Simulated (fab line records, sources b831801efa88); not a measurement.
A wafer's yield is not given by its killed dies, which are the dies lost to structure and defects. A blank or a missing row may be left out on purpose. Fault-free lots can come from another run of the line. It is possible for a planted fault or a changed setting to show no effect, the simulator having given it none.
fab line records	flow sky130
record lots=6	wafers=16	last-day=49
route steps=708 shown LI_CONTACT@364 PAD_OPEN@708
lots with no fault: from the same line, run without faults
start-h: the number of hours between the record's first day and the start of the first shown wafer of the lot	wait-h: hours from the lot's prior step to this one	" same as the row above	L1.1+2: a single row standing in for several wafers	- no value, or no start given	* or withheld: withheld	< > ~ a bound
route shown NAME@n: NAME is a module with steps in the file, n the number in the route of the first one	usual: mean and standard deviation over wafers with no fault	same: alike in all rows	chamber/n: place in a boat	sites: the reading at each site	_std_site: the standard deviation of these	_edge_site: the outer-site mean with the inner-site mean subtracted	radius-mm: how far each site lies from the wafer's centre	mask NAME#n: copy n	behind: tool/chamber where the wafer was last shaped	hold: what put the lot on hold/how long, in hours/how the hold closed	device: transistor that didn't switch, given as n, p or np	end of line: tests run on the same wafers once the route is complete	where a step has no rows: the recipe by itself	killed: dies lost to structure and defects at the first sort, not the wafer's yield	map: per-die view of a wafer (x killed, . not killed, _ where there is no die)
set.NAME: the setting that was run; set.NAME@STEP: the one run at that earlier step	model.NAME: the simulator's own value behind a step, which no gauge read
certain route steps with their lots: each step a table, each wafer a row
services: the hour from which a tool's chamber was out of use, counted from the record's first day as start-h (under 0 if before that day), plus the number of hours and why
## steps
# step SKY_LI_CONTACT_CMP_02
# recipe material=PSG	down-force-psi=4	platen-rpm=60	pad-velocity-m-s=0.94248
# usual motor-current-A=11.6/1.3	platen-rpm=60.00/0.04	time-to-endpoint-s=32.4/2.4
lot.wafer	tool	chamber	start-h	wait-h	motor-current-A	platen-rpm	time-to-endpoint-s
L162.2	cmp-02	0	656.42	0.0	14.5	59.94	33.0
L162.3	"	2	"	"	12.0	59.99	30.2
L162.5	"	1	"	"	10.7	60.02	31.2
L165.2	cmp-02	3	684.68	0.0	12.2	59.93	31.5
L165.4	"	0	"	"	14.2	60.00	33.0
L165.3	"	1	"	"	11.0	60.01	33.3
L174.3	cmp-01	1	762.43	0.0	11.8	59.99	30.7
L174.6	"	2	"	"	11.0	60.01	32.4
L173.2	cmp-02	3	765.28	0.0	12.6	59.97	33.3
L173.6	"	0	"	"	14.0	60.03	31.3
L177.2	cmp-01	2	781.12	0.0	10.8	60.04	29.1
L177.1	"	3	"	"	11.3	60.00	31.8
L177.3	"	1	"	"	12.9	60.01	34.4
L180.4	cmp-01	0	807.48	0.1	9.4	59.98	34.7
L180.1	"	1	"	"	12.3	59.99	34.8
L180.6	"	2	"	"	11.0	59.98	30.7
# step SKY_LI_CONTACT_BOW_MEAS_03
# recipe mode=bow
# usual LI_CONTACT_BOW=55/6.6
lot.wafer	tool	chamber	start-h	wait-h	LI_CONTACT_BOW[um]
L162.2	film-metro-02	-	656.74	0.3	53
L162.3	"	-	"	"	48
L162.5	"	-	"	"	56
L165.2	film-metro-03	-	685.00	0.3	49
L165.3	"	-	"	"	55
L165.4	"	-	"	"	61
L174.3	film-metro-02	-	762.77	0.3	47
L174.6	"	-	"	"	57
L173.2	film-metro-02	-	765.60	0.3	47
L173.6	"	-	"	"	50
L177.1	film-metro-04	-	781.42	0.2	56
L177.2	"	-	"	"	62
L177.3	"	-	"	"	67
L180.1	film-metro-04	-	807.68	0.1	43
L180.4	"	-	"	"	61
L180.6	"	-	"	"	52
# step SKY_LI_CONTACT_DEHYDRATE_04
# recipe temp-c=200	time-s=60
# step SKY_LI_CONTACT_HMDS_05
# recipe prime-time-s=60	prime-temp-c=120
# step SKY_LI_CONTACT_COAT_06
# recipe resist=BARC	temp-c=withheld	time-s=withheld	spin-rpm=3000	resist-thk-nm=60
# step SKY_LI_CONTACT_COAT_07
# recipe resist=KrF-thick	spin-rpm=3000	resist-thk-nm=450
# step SKY_LI_CONTACT_SOFTBAKE_08
# recipe temp-c=100	time-s=90	resist=KrF-thick
# step SKY_LI_CONTACT_EXPOSE_09
# recipe mask-id=LICM1	na=0.8	source-shape=annular	sigma-inner=0.55	sigma-outer=0.85	target-cd-nm=170	dose-mj=38
# step SKY_LI_CONTACT_PEB_10
# recipe peb-temp-c=withheld	peb-time-s=withheld	resist=KrF-thick
# step SKY_LI_CONTACT_DEVELOP_11
# recipe develop-time-s=60	resist=KrF-thick	dev-temp-c=21
# step SKY_LI_CONTACT_CD_MEAS_12
# recipe target-cd-nm=170
# usual cd-nm=169.7/1.7
lot.wafer	tool	chamber	start-h	wait-h	cd-nm
L162.2	cd-sem-01	-	684.57	-	170.4
L162.3	"	-	"	"	171.3
L162.5	"	-	"	"	170.3
L165.2	cd-sem-01	-	712.32	-	168.8
L165.3	"	-	"	"	168.1
L165.4	"	-	"	"	166.8
L174.3	cd-sem-02	-	789.54	-	168.7
L174.6	"	-	"	"	169.4
L173.2	cd-sem-02	-	791.87	-	172.8
L173.6	"	-	"	"	172.3
L177.1	cd-sem-01	-	808.90	-	168.9
L177.2	"	-	"	"	169.0
L177.3	"	-	"	"	168.9
L180.1	cd-sem-01	-	834.10	-	169.6
L180.4	"	-	"	"	169.3
L180.6	"	-	"	"	168.6
# step SKY_LI_CONTACT_OVL_MEAS_13
# usual LI_CONTACT_OVL=-4/6.7
lot.wafer	tool	chamber	start-h	wait-h	LI_CONTACT_OVL[nm]
L162.2	overlay-02	-	684.67	0.1	-7
L162.3	"	-	"	"	-13
L162.5	"	-	"	"	-16
L165.2	overlay-02	-	712.42	0.1	-2
L165.3	"	-	"	"	-5
L165.4	"	-	"	"	2
L174.3	overlay-02	-	789.63	0.1	2
L174.6	"	-	"	"	-1
L173.2	overlay-01	-	791.97	0.1	-9
L173.6	"	-	"	"	-8
L177.1	overlay-02	-	809.02	0.1	-12
L177.2	"	-	"	"	-4
L177.3	"	-	"	"	-4
L180.1	overlay-02	-	834.22	0.1	8
L180.4	"	-	"	"	-6
L180.6	"	-	"	"	-6
# step SKY_LI_CONTACT_ETCH_14
# recipe chemistry=N2/H2	target=BARC	ion-energy-ev=200	source-w=500	bias-w=100	pressure-mtorr=30	n2-flow-sccm=100	h2-flow-sccm=200	stop-on=SiO2	time-s=45.9	target-depth-a=600
# usual drypump-motor-current-A=6.0/0.42	oes-product-au=0.855/0.0047	run-length-s=74.1/0.46	throttle-valve-pct=13.225/0.0093
lot.wafer	tool	chamber	start-h	wait-h	drypump-motor-current-A	oes-product-au	rf-hours-counter-h	run-length-s	throttle-valve-pct	model.etch.depth-nm	model.KrF-thick_of_LI_CONTACT_COAT_07.thk-nm	model.LI_CONTACT.cd-nm
L162.2	rie-diel-03	2	684.70	0.0	5.6	0.856	9	74.0	13.226	60.23	395.1	169.7
L162.3	"	3	"	"	5.4	0.861	11	75.1	13.217	60.26	396.1	170.8
L162.5	"	2	"	"	5.6	0.862	-	74.0	13.225	60.3	395.4	170.5
L165.2	rie-diel-01	0	712.45	0.0	6.1	0.857	2	73.6	13.229	59.89	392.2	169.1
L165.3	"	3	"	"	6.7	0.848	0	74.4	13.207	59.94	391.5	168.1
L165.4	"	2	"	"	6.2	0.858	-	74.0	13.211	59.93	391.9	167.2
L174.3	rie-diel-01	1	789.65	0.0	6.4	0.855	0	74.5	13.210	60.02	391.7	169
L174.6	"	2	"	"	6.2	1.020	-	38.0	13.250	16.77	426.1	163
L173.2	rie-diel-01	1	792.00	0.0	6.4	1.006	0	37.8	13.198	16.52	425	166.9
L173.6	"	3	"	"	6.6	1.018	-	38.2	13.241	16.56	426.7	166.4
L177.1	rie-diel-02	1	809.05	0.0	6.2	0.854	30	74.5	13.233	60.12	393.6	168.7
L177.2	"	2	"	"	5.9	0.856	8	74.2	13.226	59.88	393.5	169
L177.3	"	0	"	"	5.7	0.845	33	74.5	13.234	59.84	393.4	168.5
L180.1	rie-diel-02	2	834.25	0.0	5.9	0.852	9	73.7	13.216	59.96	390	169.3
L180.4	"	3	"	"	5.2	0.849	-	73.3	13.225	59.77	390.5	169.5
L180.6	"	2	"	"	6.0	0.855	-	73.9	13.217	59.88	392.6	168.2
# step SKY_LI_CONTACT_ETCH_15
# recipe target=PSG	chemistry=C4F8/O2/Ar	stop-on=Si	taper-deg=4.15	mask-material=KrF-thick	source-w=1500	bias-w=1200	pressure-mtorr=40	c4f8-flow-sccm=withheld	O2_flow_sccm=6	Ar_flow_sccm=300	time-s=withheld	target-depth-a=6000
# usual oes-product-au=0.837/0.0046
lot.wafer	tool	chamber	start-h	wait-h	oes-product-au	model.KrF-thick_of_LI_CONTACT_COAT_07.thk-nm	model.LI_CONTACT.cd-nm
L162.2	rie-diel-03	2	684.74	0.0	0.838	236.4	169.8
L162.3	"	3	"	"	0.839	237.3	171.3
L162.5	"	2	"	"	0.838	235.1	170.3
L165.2	rie-diel-01	0	712.49	0.0	0.834	230.1	169.4
L165.3	"	3	"	"	0.834	232	168.1
L165.4	"	2	"	"	0.849	227.2	166.8
L174.3	rie-diel-01	1	789.70	0.0	0.829	230.9	169
L174.6	"	2	"	"	0.833	261	162.9
L173.2	rie-diel-01	1	792.05	0.0	0.828	263.5	166.4
L173.6	"	3	"	"	0.838	264.9	166
L177.1	rie-diel-02	1	809.10	0.0	0.835	229.1	168.5
L177.2	"	2	"	"	0.841	230.4	168.5
L177.3	"	0	"	"	0.837	232.9	168.1
L180.1	rie-diel-02	2	834.30	0.0	0.836	225.1	169.3
L180.4	"	3	"	"	0.841	229.9	169.5
L180.6	"	2	"	"	0.836	227	168.1
# step SKY_LI_CONTACT_STRIP_16
# recipe chemistry=O2/N2	power-w=1400	pressure-mtorr=1500	platen-temp-c=withheld	o2-flow-sccm=3000	n2-flow-sccm=300	overash-fraction=0.5
# usual drypump-motor-current-A=6.1/0.43	oes-product-au=0.376/0.0049	strip-time-to-endpoint-s=3.49/0.035
lot.wafer	tool	chamber	start-h	wait-h	drypump-motor-current-A	oes-product-au	rf-hours-counter-h	strip-time-to-endpoint-s
L162.2	plasma-asher-03	1	684.83	-	6.6	0.379	27	3.55
L162.3	"	1	"	"	6.6	0.371	-	3.57
L162.5	"	0	"	"	6.0	0.379	-	3.51
L165.2	plasma-asher-03	0	712.58	-	6.0	0.378	29	3.49
L165.3	"	1	"	"	6.6	0.371	-	3.51
L165.4	"	0	"	"	6.0	0.367	-	3.46
L174.3	plasma-asher-03	1	789.81	-	6.6	0.386	-	3.49
L174.6	"	1	"	"	6.7	0.382	-	3.82
L173.2	plasma-asher-02	1	792.13	-	6.2	0.389	98	3.84
L173.6	"	1	"	"	6.2	0.393	-	3.84
L177.1	plasma-asher-04	0	809.18	-	5.3	0.380	6	3.48
L177.2	"	1	"	"	5.5	0.376	6	3.49
L177.3	"	1	"	"	5.5	0.379	-	3.51
L180.1	plasma-asher-02	0	834.38	-	5.9	0.386	102	3.42
L180.4	"	0	"	"	5.9	0.372	-	3.48
L180.6	"	1	"	"	6.2	0.377	-	3.42
# step SKY_LI_CONTACT_CLEAN_17
# recipe chemistry=NMP	time-s=600	temp-c=60	dry=n2-spin
# step SKY_PAD_OPEN_PROBE_99
# usual killed_at_M0_to_M3=45/7.3	killed_at_M4_up=3.1/1.7	killed-at-contacts=25/5.1	killed-at-front-end=15/4.5	killed-at-other=0.3/0.56	killed-dies=88/9.4	killed-open=47/6.6	killed-short=40/6.9
# same gross-dies=492	killed-at-back-side=0
lot.wafer	tool	chamber	start-h	wait-h	killed_at_M0_to_M3	killed_at_M4_up	killed-at-contacts	killed-at-front-end	killed-at-other	killed-dies	killed-open	killed-short	model.etest.licon-pdiff.rc-ohm	model.etest.pfet_01v8.r-on-ohm-um	model.etest.pfet-g5v0d10v5.r-on-ohm-um	model.etest.nfet-g5v0d10v5.r-on-ohm-um	model.etest.nfet_01v8.r-on-ohm-um	model.etest.licon-ndiff.rc-ohm	model.etest.licon-high-po.rc-ohm	model.etest.sonos-uncharged.r-on-ohm-um
L162.2	prober-02	-	1080.30	0.1	44	4	25	11	0	84	38	44	617.1	2871	4708	1868	825.5	186.7	360.2	806.8
L162.3	prober-02	-	1080.35	0.2	66	4	27	17	0	114	65	49	598.1	2866	4741	1862	820.6	179.9	344.1	804.9
L162.5	prober-02	-	1080.45	0.2	42	2	27	17	0	88	36	51	628.2	2896	4689	1875	843.8	177.5	350.2	803.9
L165.2	prober-01	-	1101.51	0.1	50	2	33	11	0	96	50	46	568.5	2896	4809	1913	811.1	183.5	327.6	798.2
L165.3	prober-01	-	1101.56	0.2	45	3	17	21	0	86	48	38	573.9	3025	4886	1924	824.4	184.7	354.8	811.1
L165.4	prober-01	-	1101.61	0.2	44	3	22	8	0	77	43	34	587.8	2871	4771	1883	802.6	189.4	341.5	812
L174.3	prober-02	-	1157.67	0.2	37	2	17	11	1	68	35	33	581.1	2884	4804	1883	847.5	186.5	367.2	814.7
L174.6	prober-02	-	1157.82	0.2	56	3	28	9	0	96	54	42	731.6	3026	4978	1980	913.5	243.5	396.2	865.4
L173.2	prober-01	-	1157.90	0.1	44	2	17	23	0	86	44	42	718.8	3147	4997	1980	914.3	250.3	416.9	866.7
L173.6	prober-01	-	1158.10	0.2	43	0	25	12	0	80	43	37	752.2	3102	4894	1964	918.5	247.9	402.1	863.5
L177.1	prober-02	-	1168.82	0.1	37	4	22	16	0	79	48	31	597.2	2781	4780	1875	789.9	184.9	348.9	807.4
L177.2	prober-02	-	1168.87	0.1	49	3	22	9	0	83	51	32	602.7	2824	4751	1868	808.1	179.2	368.7	798.5
L177.3	prober-02	-	1168.92	0.2	39	2	29	17	0	87	53	34	613.6	2806	4777	1852	805.5	188	362.6	797.6
L180.1	prober-01	-	1187.10	0.1	43	0	24	16	1	84	50	34	599.6	2866	4755	1874	844.2	177.3	334.6	812.5
L180.4	prober-01	-	1187.25	0.2	48	3	24	8	1	84	36	47	615.7	2907	4726	1880	848.1	183	355.1	812.2
L180.6	prober-01	-	1187.35	0.2	44	4	22	12	0	82	40	42	585.6	2880	4670	1863	821.2	185	354.3	812.3
# killed by level:class
L162.2 CONTACT:geometric-particle:open=10 VIA1:geometric-particle:open=10 METAL1:geometric-particle:short=7 POLY_GATE:geometric-particle:short=6 CONTACT:geometric-particle:short=5 LI_CONTACT:geometric-particle:open=4 VIA1:geometric-particle:short=4 METAL2:geometric-particle:short=4
L162.3 VIA1:geometric-particle:open=20 METAL2:geometric-particle:short=11 VIA2:geometric-particle:open=10 VIA3:geometric-particle:open=10 CONTACT:geometric-particle:short=8 CONTACT:geometric-particle:open=8 LOCAL_INTERCONNECT:geometric-particle:short=6 FIELD_ISO:geometric-particle:open=4
L162.5 CONTACT:geometric-particle:open=11 VIA1:geometric-particle:short=9 VIA1:geometric-particle:open=9 VIA2:geometric-particle:open=7 CONTACT:geometric-particle:short=6 FIELD_ISO:geometric-particle:short=5 POLY_GATE:geometric-particle:short=5 LI_CONTACT:geometric-particle:short=5
L165.2 LI_CONTACT:geometric-particle:open=12 VIA1:geometric-particle:open=9 CONTACT:geometric-particle:open=8 VIA3:geometric-particle:open=8 VIA1:geometric-particle:short=7 METAL2:geometric-particle:short=6 METAL1:geometric-particle:short=5 CONTACT:geometric-particle:short=5
L165.3 VIA1:geometric-particle:open=13 POLY_GATE:geometric-particle:open=8 VIA2:geometric-particle:open=7 FIELD_ISO:geometric-particle:short=5 METAL1:geometric-particle:short=5 METAL2:geometric-particle:short=5 VIA3:geometric-particle:open=5 LI_CONTACT:geometric-particle:short=4
L165.4 CONTACT:geometric-particle:open=13 VIA1:geometric-particle:open=9 VIA3:geometric-particle:open=9 METAL2:geometric-particle:short=6 VIA1:geometric-particle:short=4 VIA2:geometric-particle:short=4 VIA2:geometric-particle:open=4 FIELD_ISO:geometric-particle:short=3
L174.3 VIA1:geometric-particle:open=7 LI_CONTACT:geometric-particle:open=6 CONTACT:geometric-particle:open=5 METAL1:geometric-particle:short=5 VIA2:geometric-particle:open=5 VIA1:geometric-particle:short=4 METAL2:geometric-particle:short=4 METAL3:geometric-particle:short=4
L174.6 CONTACT:geometric-particle:open=15 VIA1:geometric-particle:open=10 VIA2:geometric-particle:open=10 VIA3:geometric-particle:open=8 METAL2:geometric-particle:short=8 METAL1:geometric-particle:short=7 VIA1:geometric-particle:short=5 METAL3:geometric-particle:short=5
L173.2 VIA1:geometric-particle:open=10 VIA1:geometric-particle:short=6 LI_CONTACT:geometric-particle:open=6 FIELD_ISO:geometric-particle:open=5 METAL3:geometric-particle:short=5 VIA3:geometric-particle:open=5 POLY_GATE:geometric-particle:open=4 POLY_GATE:geometric-particle:short=4
L173.6 VIA1:geometric-particle:open=10 CONTACT:geometric-particle:open=9 VIA2:geometric-particle:open=7 METAL1:geometric-particle:short=7 VIA1:geometric-particle:short=6 FIELD_ISO:geometric-particle:open=5 LOCAL_INTERCONNECT:geometric-particle:short=5 LI_CONTACT:geometric-particle:open=4
L177.1 LI_CONTACT:geometric-particle:open=10 VIA3:geometric-particle:open=8 CONTACT:geometric-particle:open=6 VIA1:geometric-particle:short=6 VIA2:geometric-particle:open=5 VIA1:geometric-particle:open=5 POLY_GATE:geometric-particle:open=4 POLY_GATE:geometric-particle:short=4
L177.2 VIA1:geometric-particle:open=13 LI_CONTACT:geometric-particle:open=8 CONTACT:geometric-particle:open=8 VIA2:geometric-particle:open=6 VIA3:geometric-particle:open=5 METAL1:geometric-particle:short=4 VIA3:geometric-particle:short=4 FIELD_ISO:geometric-particle:open=3
L177.3 VIA1:geometric-particle:open=11 LI_CONTACT:geometric-particle:open=10 CONTACT:geometric-particle:open=9 VIA3:geometric-particle:open=7 FIELD_ISO:geometric-particle:short=6 FIELD_ISO:geometric-particle:open=5 VIA1:geometric-particle:short=4 LOCAL_INTERCONNECT:geometric-particle:short=4
L180.1 CONTACT:geometric-particle:open=12 POLY_GATE:geometric-particle:open=10 VIA1:geometric-particle:open=8 METAL1:geometric-particle:short=7 VIA3:geometric-particle:open=7 LI_CONTACT:geometric-particle:open=5 METAL3:geometric-particle:short=5 VIA2:geometric-particle:short=4
L180.4 VIA1:geometric-particle:open=11 CONTACT:geometric-particle:open=8 VIA2:geometric-particle:open=7 METAL1:geometric-particle:short=6 METAL3:geometric-particle:short=6 LI_CONTACT:geometric-particle:open=5 CONTACT:geometric-particle:short=5 METAL2:geometric-particle:short=5
L180.6 VIA1:geometric-particle:open=10 CONTACT:geometric-particle:open=8 VIA3:geometric-particle:open=8 VIA1:geometric-particle:short=6 CONTACT:geometric-particle:short=6 METAL3:geometric-particle:short=6 METAL2:geometric-particle:short=5 FIELD_ISO:geometric-particle:short=4
## services
tool	chamber	start-h	hours	kind
plasma-asher-03	-	637.83	1.7	repair
rie-diel-03	1	647.85	3.9	repair
rie-diel-01	3	663.87	-	clean
plasma-asher-04	-	683.06	0.6	repair
plasma-asher-03	-	710.13	1.7	repair
rie-diel-03	0	710.86	8.3	repair
rie-diel-01	-	725.29	28.1	pm
plasma-asher-04	-	725.56	2.1	repair
plasma-asher-04	-	733.75	9.0	pm
cmp-02	-	735.89	0.9	repair
cmp-01	-	742.12	5.6	pm
rie-diel-01	-	753.39	14.6	pm
cmp-02	-	754.13	4.0	pm
cmp-02	-	766.34	6.1	repair
rie-diel-01	2	772.59	9.4	repair
rie-diel-01	-	773.07	4.3	pm
cmp-02	-	775.04	4.1	repair
rie-diel-02	1	776.63	1.7	repair
rie-diel-02	2	777.34	4.0	repair
cmp-02	-	779.14	6.8	pm
rie-diel-02	-	794.17	4.3	pm
cmp-01	-	795.19	0.7	repair
cmp-01	-	795.73	1.3	repair
plasma-asher-02	-	823.26	0.6	repair
## key
first-sign step=SKY_LI_CONTACT_ETCH_14	reading=run-length-s	direction=down	sigmas=79	usual=*	struck=*
effect step=SKY_LI_CONTACT_ETCH_14	reading=oes-product-au	direction=up	sigmas=34	usual=0.855	struck=1.015
effect step=SKY_LI_CONTACT_STRIP_16	reading=strip-time-to-endpoint-s	direction=up	sigmas=9.9	usual=*	struck=*
model-effect step=SKY_LI_CONTACT_ETCH_14	value=etch.depth-nm	without=60	struck=16.62
model-effect step=SKY_LI_CONTACT_ETCH_15	value=KrF-thick_of_LI_CONTACT_COAT_07.thk-nm	without=228.2	struck=263.1
model-effect step=SKY_PAD_OPEN_PROBE_99	value=etest.licon-pdiff.rc-ohm	without=576.5	struck=734.2
met-at SKY_LI_CONTACT_ETCH_14
struck-wafers L173.2,L173.6,L174.6
tester-left-out L173,L174
onset-between 712.45 789.65
fault kind=process-parameter-drift	tool=rie-diel-01	chamber=-	onset-h=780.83	steps=SKY_LI_CONTACT_ETCH_14	channel=time-s	offset=*	shape=step	end-h=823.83	scope=struck-wafers-only	acts-in=*	stated=*
# tester-left-out: of these lots the tester's yield and bins aren't shown, on N5 and GAA mostly nor the transistor test; their killed dies are dies lost to structure and defects alone, not to doping, threshold or leakage, so they don't give the yield
